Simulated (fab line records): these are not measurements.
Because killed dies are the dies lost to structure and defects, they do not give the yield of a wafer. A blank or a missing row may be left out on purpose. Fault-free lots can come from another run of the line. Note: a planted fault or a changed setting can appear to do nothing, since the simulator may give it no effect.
fab line records	flow sky130
[record] lots = 13	wafers = 39	last_day = 50
route steps=708 shown GATE_OXIDE@203 METAL5@667 PASSIVATION@682 PAD_OPEN@708
lots with no fault: from the same line, run without faults
start_h: hours from the record's opening day to when the first of the lot's shown wafers began	wait_h: hours since the lot's step before	" as in the row above	L1.1+2: a row that stands for several wafers	- no value, or no start given	* or withheld: withheld	< > ~ a bound
route shown NAME@n: names a module that has steps shown in the file, with the first one's number in the route	usual: average and standard deviation across the fault-free wafers	same: alike in all rows	chamber/n: place in a boat	sites: the reading at each site	_std_site: the standard deviation of these	_edge_site: outer sites' mean less inner sites'	radius_mm: for every site, how far away it sits from the centre of the wafer	mask NAME#n: copy n	behind: the tool/chamber that last shaped the wafer	hold: reason for holding the lot/hours on hold/outcome of the hold	device: the n, p or np transistor that did not switch	end of line: the same wafers' tests at the end of the route	for a step that has no rows: nothing shown but its recipe	killed: dies that structure and defects cost at the first sort, which is not the same as the wafer's yield	map: shows each die of a wafer: x if killed, . if not, _ if none is there
set.NAME: setting as actually run; set.NAME@STEP: the setting as run at that earlier step	model.NAME: the simulator's own value behind a step, which no gauge read
a sample of lots followed through the steps of the route, with each step as a table and each wafer as a row
services: from which hour (start_h, from the record's first day; less than 0 if before it) a tool's chamber was out of use, for how many hours, and why
[[steps]]
[step SKY_GATE_OXIDE_OXIDATION_16]
[recipe] temp_c = 800	ambient = O2	idle_temp_c = 700	ramp_up_c_per_min = 10	ramp_down_c_per_min = 3	stabilise_s = 600	purge_s = 300	target_thk_a = 35.7	ox_time_s = 1915
[usual] ramp_up_c_per_min = 9.9998/0.0017	spike_tc_lower_C = 800.8/0.99
lot.wafer	tool	chamber	start_h	wait_h	ramp_up_c_per_min	spike_tc_lower_C
L260.1	furnace-02	0	320.79	0.2	9.9980	800.3
L260.4	"	0	"	"	10.000	800.7
L260.5	"	0	"	"	9.9972	800.2
L261.4	furnace-02	0	327.34	1.4	10.002	800.7
L261.5	"	0	"	"	10.001	799.2
L261.6	"	0	"	"	9.9999	799.6
L262.1	furnace-01	0	341.94	2.7	10.002	801.5
L262.4	"	0	"	"	10.001	802.5
L262.5	"	0	"	"	10.003	800.4
L263.3	furnace-02	0	345.17	1.2	10.001	798.9
L263.5	"	0	"	"	9.9982	800.3
L263.6	"	0	"	"	9.9975	800.4
L265.1	furnace-02	0	366.74	0.8	9.9996	799.5
L265.2	"	0	"	"	10.001	800.9
L265.4	"	0	"	"	9.9994	801.9
L266.3	furnace-01	0	376.95	0.4	9.9981	801.3
L266.5	"	0	"	"	10.002	802.5
L266.6	"	0	"	"	9.9992	801.4
L267.1	furnace-02	0	380.17	1.2	9.9993	802.8
L267.3	"	0	"	"	9.9983	799.5
L267.5	"	0	"	"	9.9985	800.3
L268.1	furnace-01	0	384.95	1.7	9.9976	801.7
L268.2	"	0	"	"	9.9991	801.3
L268.4	"	0	"	"	9.9990	802.0
L269.2	furnace-01	0	402.65	2.7	9.9983	803.1
L269.3	"	0	"	"	9.9980	799.5
L269.4	"	0	"	"	10.000	802.4
L270.2	furnace-02	0	407.03	3.5	10.002	800.9
L270.3	"	0	"	"	9.9967	799.5
L270.5	"	0	"	"	10.000	801.3
L278.3	furnace-02	0	474.09	0.1	10.002	801.3
L278.4	"	0	"	"	9.9967	799.4
L278.5	"	0	"	"	10.004	799.8
L279.2	furnace-02	0	480.80	0.0	10.002	800.1
L279.4	"	0	"	"	10.002	799.5
L279.5	"	0	"	"	10.003	801.2
L281.2	furnace-01	0	498.80	0.0	10.001	802.4
L281.3	"	0	"	"	9.9981	801.6
L281.4	"	0	"	"	9.9989	801.8
[step SKY_METAL5_THK_MEAS_06]
[recipe] thk_meas_gauge = xrf	reads = AlCu_of_METAL5_SPUTTER_02
[usual] METAL5_ALCU_THK = 1156/14
lot.wafer	tool	chamber	start_h	wait_h	METAL5_ALCU_THK[nm]
L260.1	film_metro-04	-	1018.72	0.1	1175
L260.4	"	-	"	"	1156
L260.5	"	-	"	"	1162
L261.4	film_metro-02	-	1022.42	0.1	1179
L261.5	"	-	"	"	1151
L261.6	"	-	"	"	1173
L262.1	film_metro-03	-	1035.35	0.1	1143
L262.4	"	-	"	"	1148
L262.5	"	-	"	"	1154
L263.3	film_metro-02	-	1037.00	0.1	1156
L263.5	"	-	"	"	1139
L263.6	"	-	"	"	1158
L265.1	film_metro-02	-	1053.79	0.1	1164
L265.2	"	-	"	"	1163
L265.4	"	-	"	"	1172
L266.3	film_metro-04	-	1061.30	0.1	1156
L266.5	"	-	"	"	1148
L266.6	"	-	"	"	1167
L267.1	film_metro-03	-	1062.59	0.1	1143
L267.3	"	-	"	"	1139
L267.5	"	-	"	"	1163
L268.1	film_metro-04	-	1066.00	0.1	1144
L268.2	"	-	"	"	1141
L268.4	"	-	"	"	1149
L269.2	film_metro-04	-	1081.54	0.1	1152
L269.3	"	-	"	"	1149
L269.4	"	-	"	"	1144
L270.2	film_metro-02	-	1082.92	0.1	1161
L270.3	"	-	"	"	1155
L270.5	"	-	"	"	1144
L278.3	film_metro-03	-	1131.60	0.1	1146
L278.4	"	-	"	"	1141
L278.5	"	-	"	"	1141
L279.2	film_metro-02	-	1132.33	0.1	1169
L279.4	"	-	"	"	1166
L279.5	"	-	"	"	1166
L281.2	film_metro-03	-	1142.83	0.1	1177
L281.3	"	-	"	"	1148
L281.4	"	-	"	"	1157
[step SKY_METAL5_DESCUM_14]
[recipe] chemistry = O2	source_power_w = 150	bias_power_w = 0	pressure_mtorr = 10	temp_c = 40	time_s = 11
[usual] drypump_motor_current_A = 5.76/0.27	oes_product_au = 0.997/0.015
lot.wafer	tool	chamber	start_h	wait_h	drypump_motor_current_A	oes_product_au	rf_hours_counter_h
L260.1	rie_metal-02	1	1041.17	0.1	5.99	0.997	19
L260.4	"	0	"	"	5.63	0.993	-
L260.5	"	0	"	"	5.63	0.983	-
L261.4	rie_metal-04	1	1044.03	0.1	5.78	1.037	-
L261.5	"	1	"	"	5.78	1.027	-
L261.6	"	0	"	"	6.27	1.009	-
L262.1	rie_metal-02	1	1057.01	0.1	5.98	0.993	20
L262.4	"	0	"	"	5.61	0.998	-
L262.5	"	1	"	"	6.00	0.996	-
L263.3	rie_metal-03	1	1059.16	0.1	5.73	0.981	-
L263.5	"	0	"	"	5.36	1.004	-
L263.6	"	1	"	"	5.74	0.982	-
L265.1	rie_metal-03	1	1075.45	0.1	5.74	0.983	11
L265.2	"	0	"	"	5.37	1.012	22
L265.4	"	1	"	"	5.76	0.988	-
L266.3	rie_metal-04	1	1082.71	0.1	5.76	1.028	-
L266.5	"	1	"	"	5.75	1.032	-
L266.6	"	0	"	"	6.23	1.002	-
L267.1	rie_metal-04	0	1084.10	0.1	6.27	0.995	20
L267.3	"	1	"	"	5.78	1.032	-
L267.5	"	1	"	"	5.77	1.018	-
L268.1	rie_metal-03	0	1087.72	0.1	5.37	1.006	23
L268.2	"	1	"	"	5.79	0.988	12
L268.4	"	0	"	"	5.34	1.006	-
L269.2	rie_metal-02	1	1101.15	0.1	5.98	0.998	23
L269.3	"	0	"	"	5.61	0.984	-
L269.4	"	1	"	"	5.97	0.989	-
L270.2	rie_metal-03	0	1103.45	0.1	5.38	1.017	24
L270.3	"	0	"	"	5.35	1.002	-
L270.5	"	0	"	"	5.36	0.998	-
L278.3	rie_metal-02	0	1149.98	0.1	5.62	0.991	-
L278.4	"	1	"	"	6.00	0.986	-
L278.5	"	1	"	"	5.98	0.987	-
L279.2	rie_metal-03	1	1150.06	0.1	5.77	0.983	17
L279.4	"	1	"	"	5.80	0.988	-
L279.5	"	0	"	"	5.37	1.011	-
L281.2	rie_metal-04	0	1160.91	0.1	6.26	1.007	25
L281.3	"	0	"	"	6.25	1.001	-
L281.4	"	1	"	"	5.77	1.033	-
[step SKY_PASSIVATION_THK_MEAS_01]
[recipe] reads = SiO2_of_PASSIVATION_CVD_00
[usual] PASSIVATION_CVD_00_THK = 89.8/1.4
lot.wafer	tool	chamber	start_h	wait_h	PASSIVATION_CVD_00_THK[nm]
L260.1	film_metro-01	-	1042.05	-	88.6
L260.4	"	-	"	"	92.7
L260.5	"	-	"	"	89.2
L261.4	film_metro-03	-	1044.93	-	89.9
L261.5	"	-	"	"	88.4
L261.6	"	-	"	"	90.7
L262.1	film_metro-04	-	1057.90	-	90.1
L262.4	"	-	"	"	92.6
L262.5	"	-	"	"	90.0
L263.3	film_metro-03	-	1060.09	-	90.7
L263.5	"	-	"	"	91.0
L263.6	"	-	"	"	89.1
L265.1	film_metro-03	-	1076.37	-	90.2
L265.2	"	-	"	"	88.3
L265.4	"	-	"	"	89.8
L266.3	film_metro-04	-	1083.63	-	91.0
L266.5	"	-	"	"	90.7
L266.6	"	-	"	"	92.5
L267.1	film_metro-01	-	1084.98	-	88.5
L267.3	"	-	"	"	87.3
L267.5	"	-	"	"	91.9
L268.1	film_metro-01	-	1088.89	-	88.0
L268.2	"	-	"	"	90.0
L268.4	"	-	"	"	90.3
L269.2	film_metro-04	-	1102.09	-	89.6
L269.3	"	-	"	"	88.4
L269.4	"	-	"	"	89.4
L270.2	film_metro-04	-	1104.38	-	87.9
L270.3	"	-	"	"	87.5
L270.5	"	-	"	"	89.8
L279.2	film_metro-01	-	1151.02	-	87.2
L279.4	"	-	"	"	90.1
L279.5	"	-	"	"	89.4
L278.3	film_metro-01	-	1151.31	-	90.3
L278.4	"	-	"	"	89.5
L278.5	"	-	"	"	91.8
L281.2	film_metro-01	-	1161.80	-	89.1
L281.3	"	-	"	"	90.7
L281.4	"	-	"	"	89.7
[step SKY_PAD_OPEN_PROBE_99]
[usual] killed_at_M0_to_M3 = 41/6.2	killed_at_M4_up = 3.0/1.7	killed_at_contacts = 25/5.8	killed_at_front_end = 16/4.5	killed_at_other = 0.2/0.42	killed_dies = 85/8.4	killed_open = 46/5.9	killed_short = 39/6.3
[same] gross_dies = 492	killed_at_back_side = 0
lot.wafer	tool	chamber	start_h	wait_h	hold	killed_at_M0_to_M3	killed_at_M4_up	killed_at_contacts	killed_at_front_end	killed_at_other	killed_dies	killed_open	killed_short
L260.1	prober-01	-	1088.66	0.1	-	39	4	24	12	1	80	55	25
L260.4	prober-01	-	1088.81	0.2	-	36	5	28	7	0	76	35	41
L260.5	prober-01	-	1088.86	0.2	-	28	6	26	13	0	73	35	38
L261.4	prober-02	-	1090.72	0.2	-	43	4	30	19	0	96	55	41
L261.5	prober-02	-	1090.77	0.2	-	32	4	32	19	1	88	46	42
L261.6	prober-02	-	1090.82	0.2	-	51	2	24	13	0	90	53	37
L262.1	prober-01	-	1102.48	0.1	-	35	7	40	7	1	90	54	36
L262.4	prober-01	-	1102.63	0.2	-	36	1	24	13	0	74	42	32
L262.5	prober-01	-	1102.68	0.2	-	37	4	35	13	0	89	56	33
L263.3	prober-02	-	1104.37	0.2	-	30	0	14	17	0	61	37	24
L263.5	prober-02	-	1104.47	0.2	-	43	7	29	9	0	88	56	32
L263.6	prober-02	-	1104.52	0.2	-	36	2	26	20	0	84	40	44
L265.1	prober-02	-	1120.05	0.1	-	38	4	15	13	0	70	35	35
L265.2	prober-02	-	1120.10	0.1	-	40	4	25	16	0	85	41	44
L265.4	prober-02	-	1120.20	0.2	-	32	4	19	10	0	65	35	30
L266.3	prober-01	-	1126.49	0.2	-	39	1	37	20	0	97	45	52
L266.5	prober-01	-	1126.59	0.2	-	49	6	22	19	0	96	51	44
L266.6	prober-01	-	1126.64	0.2	-	37	3	27	14	0	81	47	34
L267.1	prober-02	-	1127.87	0.1	-	34	2	19	13	1	69	39	30
L267.3	prober-02	-	1127.97	0.2	-	44	1	20	17	1	83	48	35
L267.5	prober-02	-	1128.07	0.2	-	43	2	20	7	0	72	41	31
L268.1	prober-01	-	1131.65	0.1	-	45	2	25	9	0	81	49	31
L268.2	prober-01	-	1131.70	0.1	-	41	2	28	18	1	90	51	38
L268.4	prober-01	-	1131.80	0.2	-	51	3	24	16	0	94	45	46
L269.2	prober-02	-	1142.82	0.1	-	52	0	23	30	0	105	54	51
L269.3	prober-02	-	1142.87	0.2	-	50	3	24	12	0	89	45	43
L269.4	prober-02	-	1142.92	0.2	-	41	3	19	19	0	82	37	44
L270.2	prober-01	-	1146.01	0.1	-	44	1	19	13	1	78	47	31
L270.3	prober-01	-	1146.06	0.2	-	42	6	15	25	0	88	47	41
L270.5	prober-01	-	1146.16	0.2	-	39	3	24	15	0	81	40	41
L279.2	prober-01	-	1187.02	0.1	await_dispo/5.6h/scrap	33	6	20	20	0	79	37	42
L279.4	prober-01	-	1187.12	0.2	await_dispo/5.6h/scrap	42	3	25	10	0	80	44	36
L279.5	prober-01	-	1187.17	0.2	await_dispo/5.6h/scrap	39	6	20	20	0	85	35	48
L278.3	prober-02	-	1187.42	0.2	await_dispo/6.2h/scrap	41	3	32	21	0	97	55	42
L278.4	prober-02	-	1187.47	0.2	await_dispo/6.2h/scrap	48	3	15	18	0	84	48	36
L278.5	prober-02	-	1187.52	0.2	await_dispo/6.2h/scrap	40	3	23	16	0	82	49	33
L281.2	prober-02	-	1197.39	0.1	-	49	2	15	15	0	81	50	30
L281.3	prober-02	-	1197.44	0.2	-	36	2	24	17	0	79	46	33
L281.4	prober-02	-	1197.49	0.2	-	36	0	26	12	0	74	45	28
// killed by level:class
L260.1 VIA1:geometric_particle:open=16 CONTACT:geometric_particle:open=11 VIA2:geometric_particle:open=5 FIELD_ISO:geometric_particle:open=3 POLY_GATE:geometric_particle:open=3 LI_CONTACT:geometric_particle:open=3 LOCAL_INTERCONNECT:geometric_particle:short=3 LOCAL_INTERCONNECT:geometric_particle:open=3
L260.4 CONTACT:geometric_particle:open=11 VIA2:geometric_particle:open=9 CONTACT:geometric_particle:short=8 VIA1:geometric_particle:open=7 METAL2:geometric_particle:short=6 VIA2:geometric_particle:short=5 LOCAL_INTERCONNECT:geometric_particle:short=4 LI_CONTACT:geometric_particle:short=3
L260.5 CONTACT:geometric_particle:open=11 CONTACT:geometric_particle:short=5 LI_CONTACT:geometric_particle:open=4 LOCAL_INTERCONNECT:geometric_particle:short=4 VIA1:geometric_particle:short=4 VIA3:geometric_particle:short=4 VIA1:geometric_particle:open=4 FIELD_ISO:geometric_particle:short=3
L261.4 LI_CONTACT:geometric_particle:open=11 VIA3:geometric_particle:open=7 VIA1:geometric_particle:open=7 CONTACT:geometric_particle:short=6 VIA2:geometric_particle:open=6 CONTACT:geometric_particle:open=6 VIA1:geometric_particle:short=5 METAL2:geometric_particle:short=5
L261.5 LI_CONTACT:geometric_particle:open=10 CONTACT:geometric_particle:short=9 CONTACT:geometric_particle:open=8 VIA1:geometric_particle:open=7 VIA1:geometric_particle:short=7 FIELD_ISO:geometric_particle:short=5 POLY_GATE:geometric_particle:short=5 VIA2:geometric_particle:open=4
L261.6 VIA1:geometric_particle:open=15 CONTACT:geometric_particle:open=11 VIA2:geometric_particle:open=10 VIA3:geometric_particle:short=7 METAL1:geometric_particle:short=6 FIELD_ISO:geometric_particle:open=4 LI_CONTACT:geometric_particle:open=4 LOCAL_INTERCONNECT:geometric_particle:short=4
L262.1 CONTACT:geometric_particle:open=13 LI_CONTACT:geometric_particle:open=10 VIA1:geometric_particle:open=10 VIA2:geometric_particle:open=9 CONTACT:geometric_particle:short=7 LOCAL_INTERCONNECT:geometric_particle:short=6 FIELD_ISO:geometric_particle:short=4 METAL4:geometric_particle:short=4
L262.4 VIA1:geometric_particle:open=9 CONTACT:geometric_particle:open=8 LI_CONTACT:geometric_particle:open=6 METAL1:geometric_particle:short=6 LOCAL_INTERCONNECT:geometric_particle:short=5 VIA3:geometric_particle:open=5 METAL3:geometric_particle:short=4 POLY_GATE:geometric_particle:open=3
L262.5 CONTACT:geometric_particle:open=12 LI_CONTACT:geometric_particle:open=10 VIA3:geometric_particle:open=10 CONTACT:geometric_particle:short=7 METAL1:geometric_particle:short=6 FIELD_ISO:geometric_particle:open=5 VIA1:geometric_particle:open=5 VIA3:geometric_particle:short=4
L263.3 FIELD_ISO:geometric_particle:open=8 VIA3:geometric_particle:open=6 VIA2:geometric_particle:open=6 CONTACT:geometric_particle:open=5 VIA1:geometric_particle:short=5 FIELD_ISO:geometric_particle:short=4 LI_CONTACT:geometric_particle:open=3 LOCAL_INTERCONNECT:geometric_particle:short=3
L263.5 CONTACT:geometric_particle:open=13 VIA1:geometric_particle:open=11 VIA2:geometric_particle:open=9 CONTACT:geometric_particle:short=9 VIA3:geometric_particle:open=4 VIA1:geometric_particle:short=4 LI_CONTACT:geometric_particle:open=3 METAL2:geometric_particle:short=3
L263.6 CONTACT:geometric_particle:short=11 VIA3:geometric_particle:open=8 CONTACT:geometric_particle:open=7 FIELD_ISO:geometric_particle:open=6 FIELD_ISO:geometric_particle:short=6 METAL2:geometric_particle:short=5 VIA2:geometric_particle:open=5 VIA1:geometric_particle:short=4
L265.1 VIA1:geometric_particle:open=10 VIA2:geometric_particle:open=7 METAL1:geometric_particle:short=5 VIA3:geometric_particle:open=5 FIELD_ISO:geometric_particle:short=4 POLY_GATE:geometric_particle:short=4 LI_CONTACT:geometric_particle:short=4 CONTACT:geometric_particle:open=4
L265.2 CONTACT:geometric_particle:open=10 VIA1:geometric_particle:open=10 VIA3:geometric_particle:open=8 METAL1:geometric_particle:short=7 METAL2:geometric_particle:short=6 LI_CONTACT:geometric_particle:short=5 LOCAL_INTERCONNECT:geometric_particle:short=5 FIELD_ISO:geometric_particle:short=4
L265.4 CONTACT:geometric_particle:open=9 VIA2:geometric_particle:open=6 VIA1:geometric_particle:short=6 VIA3:geometric_particle:open=6 FIELD_ISO:geometric_particle:open=5 METAL1:geometric_particle:short=4 VIA3:geometric_particle:short=4 METAL4:geometric_particle:short=4
L266.3 LI_CONTACT:geometric_particle:open=15 METAL2:geometric_particle:short=11 LOCAL_INTERCONNECT:geometric_particle:short=10 VIA1:geometric_particle:open=9 FIELD_ISO:geometric_particle:short=7 CONTACT:geometric_particle:open=6 VIA1:geometric_particle:short=6 FIELD_ISO:geometric_particle:open=5
L266.5 CONTACT:geometric_particle:open=10 VIA3:geometric_particle:open=9 METAL1:geometric_particle:short=7 VIA1:geometric_particle:open=7 VIA2:geometric_particle:short=7 CONTACT:geometric_particle:short=5 POLY_GATE:geometric_particle:open=5 VIA2:geometric_particle:open=5
L266.6 CONTACT:geometric_particle:open=12 VIA2:geometric_particle:open=7 VIA1:geometric_particle:short=6 VIA1:geometric_particle:open=6 POLY_GATE:geometric_particle:open=5 LI_CONTACT:geometric_particle:open=5 LOCAL_INTERCONNECT:geometric_particle:short=5 METAL2:geometric_particle:short=5
L267.1 CONTACT:geometric_particle:open=7 VIA2:geometric_particle:open=6 LI_CONTACT:geometric_particle:open=5 VIA3:geometric_particle:open=5 METAL1:geometric_particle:short=4 POLY_GATE:geometric_particle:open=4 POLY_GATE:geometric_particle:short=4 VIA1:geometric_particle:open=4
L267.3 VIA1:geometric_particle:open=11 VIA2:geometric_particle:open=10 VIA3:geometric_particle:open=7 LOCAL_INTERCONNECT:geometric_particle:short=6 METAL2:geometric_particle:short=5 FIELD_ISO:geometric_particle:short=4 FIELD_ISO:geometric_particle:open=4 LI_CONTACT:geometric_particle:open=4
L267.5 VIA1:geometric_particle:open=13 CONTACT:geometric_particle:open=8 VIA1:geometric_particle:short=7 METAL1:geometric_particle:short=5 VIA3:geometric_particle:open=5 LI_CONTACT:geometric_particle:open=4 LOCAL_INTERCONNECT:geometric_particle:short=4 FIELD_ISO:geometric_particle:open=3
L268.1 CONTACT:geometric_particle:open=17 VIA1:geometric_particle:open=8 VIA3:geometric_particle:open=7 METAL3:geometric_particle:short=6 METAL1:geometric_particle:short=6 VIA2:geometric_particle:open=6 POLY_GATE:geometric_particle:open=5 LOCAL_INTERCONNECT:geometric_particle:short=4
L268.2 CONTACT:geometric_particle:open=14 VIA1:geometric_particle:open=9 METAL1:geometric_particle:short=7 VIA3:geometric_particle:open=7 POLY_GATE:geometric_particle:open=5 METAL2:geometric_particle:short=5 POLY_GATE:geometric_particle:short=4 FIELD_ISO:geometric_particle:short=3
L268.4 METAL1:geometric_particle:short=13 CONTACT:geometric_particle:open=10 VIA1:geometric_particle:open=7 METAL2:geometric_particle:short=7 VIA3:geometric_particle:open=7 LOCAL_INTERCONNECT:geometric_particle:short=5 VIA2:geometric_particle:open=5 FIELD_ISO:geometric_particle:short=4
L269.2 METAL1:geometric_particle:short=10 VIA1:geometric_particle:open=9 VIA2:geometric_particle:open=9 FIELD_ISO:geometric_particle:short=7 POLY_GATE:geometric_particle:short=7 POLY_GATE:geometric_particle:open=6 CONTACT:geometric_particle:open=6 VIA3:geometric_particle:open=6
L269.3 VIA1:geometric_particle:open=16 CONTACT:geometric_particle:open=8 POLY_GATE:geometric_particle:open=6 VIA1:geometric_particle:short=6 LOCAL_INTERCONNECT:geometric_particle:short=5 METAL2:geometric_particle:short=5 CONTACT:geometric_particle:short=4 METAL1:geometric_particle:short=4
L269.4 VIA1:geometric_particle:open=9 VIA1:geometric_particle:short=8 VIA3:geometric_particle:open=6 FIELD_ISO:geometric_particle:open=5 CONTACT:geometric_particle:short=5 CONTACT:geometric_particle:open=5 METAL2:geometric_particle:short=5 FIELD_ISO:geometric_particle:short=4
L270.2 VIA1:geometric_particle:open=13 CONTACT:geometric_particle:open=7 LI_CONTACT:geometric_particle:open=5 METAL1:geometric_particle:short=5 METAL2:geometric_particle:short=5 FIELD_ISO:geometric_particle:short=4 VIA3:geometric_particle:open=4 VIA2:geometric_particle:open=4
L270.3 VIA1:geometric_particle:open=12 FIELD_ISO:geometric_particle:open=8 FIELD_ISO:geometric_particle:short=6 METAL2:geometric_particle:short=6 LI_CONTACT:geometric_particle:open=5 CONTACT:geometric_particle:short=5 VIA3:geometric_particle:open=5 VIA1:geometric_particle:short=4
L270.5 VIA1:geometric_particle:open=11 FIELD_ISO:geometric_particle:short=7 VIA3:geometric_particle:open=7 LI_CONTACT:geometric_particle:open=6 CONTACT:geometric_particle:short=5 CONTACT:geometric_particle:open=5 METAL2:geometric_particle:short=5 LOCAL_INTERCONNECT:geometric_particle:short=4
L279.2 CONTACT:geometric_particle:open=10 VIA3:geometric_particle:open=7 METAL4:geometric_particle:short=6 POLY_GATE:geometric_particle:open=5 METAL2:geometric_particle:short=5 FIELD_ISO:geometric_particle:short=4 POLY_GATE:geometric_particle:short=4 VIA2:geometric_particle:short=4
L279.4 CONTACT:geometric_particle:open=11 VIA1:geometric_particle:open=10 VIA3:geometric_particle:open=8 METAL1:geometric_particle:short=7 CONTACT:geometric_particle:short=5 VIA2:geometric_particle:open=5 FIELD_ISO:geometric_particle:open=3 FIELD_ISO:geometric_particle:short=3
L279.5 FIELD_ISO:geometric_particle:short=7 VIA2:geometric_particle:short=7 POLY_GATE:geometric_particle:short=6 CONTACT:geometric_particle:open=6 CONTACT:geometric_particle:short=5 VIA1:geometric_particle:open=5 VIA2:geometric_particle:open=5 POLY_GATE:geometric_particle:open=4
L278.3 CONTACT:geometric_particle:open=13 LI_CONTACT:geometric_particle:open=10 VIA1:geometric_particle:open=10 POLY_GATE:geometric_particle:open=7 VIA1:geometric_particle:short=7 METAL2:geometric_particle:short=6 FIELD_ISO:geometric_particle:short=5 VIA2:geometric_particle:open=5
L278.4 VIA3:geometric_particle:open=13 VIA1:geometric_particle:open=11 POLY_GATE:geometric_particle:open=7 CONTACT:geometric_particle:open=6 METAL2:geometric_particle:short=5 VIA1:geometric_particle:short=4 CONTACT:geometric_particle:short=4 METAL3:geometric_particle:short=4
L278.5 VIA1:geometric_particle:open=12 CONTACT:geometric_particle:open=9 FIELD_ISO:geometric_particle:short=7 LI_CONTACT:geometric_particle:open=6 VIA2:geometric_particle:open=6 VIA3:geometric_particle:open=6 FIELD_ISO:geometric_particle:open=4 CONTACT:geometric_particle:short=4
L281.2 VIA1:geometric_particle:open=10 VIA3:geometric_particle:open=9 FIELD_ISO:geometric_particle:open=6 CONTACT:geometric_particle:open=6 LI_CONTACT:geometric_particle:open=5 VIA1:geometric_particle:short=5 VIA2:geometric_particle:open=5 FIELD_ISO:geometric_particle:short=4
L281.3 LI_CONTACT:geometric_particle:open=11 VIA1:geometric_particle:open=7 METAL1:geometric_particle:short=6 CONTACT:geometric_particle:open=5 VIA2:geometric_particle:open=5 CONTACT:geometric_particle:short=4 METAL2:geometric_particle:short=4 VIA3:geometric_particle:open=4
L281.4 CONTACT:geometric_particle:open=10 VIA3:geometric_particle:open=10 LI_CONTACT:geometric_particle:open=7 LOCAL_INTERCONNECT:geometric_particle:short=4 CONTACT:geometric_particle:short=4 METAL2:geometric_particle:short=4 VIA1:geometric_particle:open=4 FIELD_ISO:geometric_particle:short=3
[[services]]
tool	chamber	start_h	hours	kind
furnace-01	-	329.06	11.4	pm
furnace-02	-	400.63	3.4	pm
rie_metal-03	0	401.67	4.7	repair
furnace-01	-	415.41	2.9	pm
furnace-01	-	514.58	5.8	pm
rie_metal-03	-	521.55	0.4	repair
furnace-02	-	526.32	4.3	pm
furnace-01	-	547.23	4.7	pm
furnace-02	-	568.53	17.2	pm
furnace-02	-	585.69	3.5	pm
rie_metal-03	-	604.56	2.7	repair
furnace-01	-	715.23	3.0	pm
rie_metal-03	-	729.62	0.4	repair
furnace-02	-	736.10	2.6	pm
furnace-01	-	797.76	3.9	pm
furnace-02	-	809.04	3.4	pm
furnace-01	-	883.23	3.0	pm
furnace-02	-	889.71	5.5	pm
furnace-02	-	904.10	3.4	pm
rie_metal-03	-	965.93	0.4	repair
rie_metal-03	-	988.33	2.8	pm
furnace-02	-	1072.10	4.2	pm
furnace-02	-	1090.45	3.9	pm
furnace-02	-	1153.50	4.8	repair
[[key]]
[first_sign] step = SKY_PAD_OPEN_PROBE_99	reading = hold	direction = added
effect none on later readings
met_at SKY_GATE_OXIDE_OXIDATION_16
struck_lots L278,L279
tester_left_out L278,L279
not_acting_at SKY_METAL5_THK_MEAS_06,SKY_METAL5_DESCUM_14,SKY_PASSIVATION_THK_MEAS_01
onset_between 407.03 474.09
[fault] kind = process_parameter_drift	tool = furnace-02	chamber = -	onset_h = 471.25	steps = SKY_GATE_OXIDE_OXIDATION_16	channel = ox_time_s	offset = *	shape = step	end_h = 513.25	acts_in = *	stated = *
// tester_left_out: of these lots the tester's yield and bins aren't shown, on N5 and GAA mostly nor the transistor test; their killed dies are dies lost to structure and defects alone, not to doping, threshold or leakage, so they don't give the yield
